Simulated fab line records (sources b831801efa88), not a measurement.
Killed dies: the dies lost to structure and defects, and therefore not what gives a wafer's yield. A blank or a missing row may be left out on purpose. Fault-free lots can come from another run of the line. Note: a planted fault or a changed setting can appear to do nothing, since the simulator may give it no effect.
Chamber matching :: flow sky130 :: SKY_VIA4_CMP_21 on cmp-02 has 4 sister chambers
The step polishes, stops on SiO2, t overpolish 25 s, target thk 0 nm. 16 wafers are shown with their chamber, then 8 later ones without.

== WAFERS, EACH WITH ITS CHAMBER ==
wafer: L261.4
chamber: 0
motor_current_A (A): 11.5
overpolish_run_s (s): 24.987
platen_rpm (rpm): 60.04

wafer: L261.5
chamber: 1
motor_current_A (A): 11.4
overpolish_run_s (s): 25.015
platen_rpm (rpm): 60.03

wafer: L261.6
chamber: 2
motor_current_A (A): 8.6
overpolish_run_s (s): 25.000
platen_rpm (rpm): 59.92

wafer: L262.1
chamber: 2
motor_current_A (A): 9.1
overpolish_run_s (s): 25.007
platen_rpm (rpm): 59.97

wafer: L262.2
chamber: 1
motor_current_A (A): 11.4
overpolish_run_s (s): 24.991
platen_rpm (rpm): 60.00

wafer: L262.3
chamber: 0
motor_current_A (A): 11.2
overpolish_run_s (s): 25.003
platen_rpm (rpm): 60.00

wafer: L265.4
chamber: 0
motor_current_A (A): 11.5
overpolish_run_s (s): 25.006
platen_rpm (rpm): 60.00

wafer: L265.5
chamber: 2
motor_current_A (A): 9.1
overpolish_run_s (s): 24.986
platen_rpm (rpm): 60.06

wafer: L265.6
chamber: 1
motor_current_A (A): 11.0
overpolish_run_s (s): 25.005
platen_rpm (rpm): 59.98

wafer: L264.2
chamber: 2
motor_current_A (A): 8.9
overpolish_run_s (s): 24.985
platen_rpm (rpm): 59.99

wafer: L264.3
chamber: 1
motor_current_A (A): 11.2
overpolish_run_s (s): 25.006
platen_rpm (rpm): 60.05

wafer: L264.5
chamber: 0
motor_current_A (A): 11.3
overpolish_run_s (s): 24.994
platen_rpm (rpm): 59.93

wafer: L269.3
chamber: 0
motor_current_A (A): 10.8
overpolish_run_s (s): 25.000
platen_rpm (rpm): 59.90

wafer: L269.4
chamber: 2
motor_current_A (A): 9.0
overpolish_run_s (s): 24.994
platen_rpm (rpm): 59.99

wafer: L269.6
chamber: 3
motor_current_A (A): 10.1
overpolish_run_s (s): 25.014
platen_rpm (rpm): 59.97

wafer: L274.2
chamber: 3
motor_current_A (A): 9.7
overpolish_run_s (s): 24.998
platen_rpm (rpm): 59.98

SIGNATURES, as means of the wafers listed above
reading: motor_current_A
chamber 0: 11.260
chamber 1: 11.250
chamber 2: 8.940
chamber 3: 9.900
scatter within a chamber: 0.24

reading: overpolish_run_s
chamber 0: 24.99800
chamber 1: 25.00425
chamber 2: 24.99440
chamber 3: 25.00600
scatter within a chamber: 0.00914

reading: platen_rpm
chamber 0: 59.9740
chamber 1: 60.0150
chamber 2: 59.9860
chamber 3: 59.9750
scatter within a chamber: 0.0467
Rule: for each reading, subtract the chamber's mean from the wafer's reading, divide by that reading's scatter and square the result; add these up over the readings and take the root, which gives the wafer's distance from the chamber. The wafer belongs to the nearest chamber; if the next one is less than 2 further off, it can't be placed. The scatter is the square root of a quotient: the sum, over the shown wafers, of each reading's squared deviation from its chamber's mean, divided by wafers minus chambers.

== WAFERS WITHOUT THEIR CHAMBER ==
wafer: L274.3
motor_current_A (A): 11.1
overpolish_run_s (s): 24.992
platen_rpm (rpm): 59.96

wafer: L274.4
motor_current_A (A): 9.2
overpolish_run_s (s): 24.999
platen_rpm (rpm): 60.01

wafer: L280.1
motor_current_A (A): 11.8
overpolish_run_s (s): 25.001
platen_rpm (rpm): 60.00

wafer: L280.2
motor_current_A (A): 11.3
overpolish_run_s (s): 24.987
platen_rpm (rpm): 59.95

wafer: L280.6
motor_current_A (A): 11.0
overpolish_run_s (s): 24.990
platen_rpm (rpm): 59.99

wafer: L281.3
motor_current_A (A): 12.0
overpolish_run_s (s): 24.981
platen_rpm (rpm): 60.00

wafer: L281.4
motor_current_A (A): 9.5
overpolish_run_s (s): 24.993
platen_rpm (rpm): 59.97

wafer: L281.5
motor_current_A (A): 9.8
overpolish_run_s (s): 24.997
platen_rpm (rpm): 59.97

== THE CHAMBER EACH PASSED THROUGH ==
wafer: L274.3
from the rows above: can't be placed: 0 or 1
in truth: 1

wafer: L274.4
from the rows above: can't be placed: 2 or 3
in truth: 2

wafer: L280.1
from the rows above: can't be placed: 0 or 1
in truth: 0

wafer: L280.2
from the rows above: can't be placed: 0 or 1
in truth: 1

wafer: L280.6
from the rows above: can't be placed: 0 or 1
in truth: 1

wafer: L281.3
from the rows above: can't be placed: 0 or 1
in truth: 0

wafer: L281.4
from the rows above: can't be placed: 3 or 2
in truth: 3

wafer: L281.5
from the rows above: 3
in truth: 3
Correctly placed: 1 of 8. These rows do not allow placing 7 (true chamber among the candidates in 7). 0 placed wrongly.
